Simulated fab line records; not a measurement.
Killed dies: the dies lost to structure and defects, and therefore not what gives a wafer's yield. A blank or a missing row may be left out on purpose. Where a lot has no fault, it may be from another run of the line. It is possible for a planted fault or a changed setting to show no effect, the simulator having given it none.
Chamber matching ; flow sky130 ; cmp-02 running SKY_LI_CONTACT_CMP_24: 4 sister chambers
The step polishes, stops on PSG, t overpolish 20 s, target thk 0 nm. 4 wafers are shown with their chamber, then 9 later ones without.

## WAFERS PAIRED WITH THEIR CHAMBERS
wafer;chamber;motor_current_A (A)
L083.6;1;11.5
L085.1;3;11.7
L085.4;0;9.6
L085.6;2;11.0

## WAFERS MISSING THEIR CHAMBER
wafer;motor_current_A (A)
L091.1;11.6
L091.2;9.7
L091.5;9.3
L089.2;11.2
L089.4;12.1
L089.6;11.5
L096.1;9.7
L096.2;11.4
L096.3;11.3

## WHICH CHAMBER EACH WENT THROUGH
wafer;from the rows above;in truth
L091.1;can't be placed: 1 or 3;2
L091.2;0;0
L091.5;0;0
L089.2;can't be placed: 2 or 1 or 3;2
L089.4;can't be placed: 3 or 1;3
L089.6;can't be placed: 1 or 3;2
L096.1;0;0
L096.2;can't be placed: 1 or 3 or 2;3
L096.3;can't be placed: 1 or 2 or 3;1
3 of 9 placed correctly. These rows do not allow placing 6 (true chamber among the candidates in 4). Number placed wrongly: 0.
How it was worked out, from the rows above alone: a wafer's distance from a chamber is the root of the sum, over the readings, of the square of ((its reading less the chamber's mean) divided by the reading's scatter). The wafer belongs to the nearest chamber; if the next one is less than 2 further off, it can't be placed. The mean given for a chamber averages the wafers shown for that chamber. The scatter (one wafer shown for each chamber): square how far every hidden wafer sits from the nearest shown wafer, average those squares and take the square root.
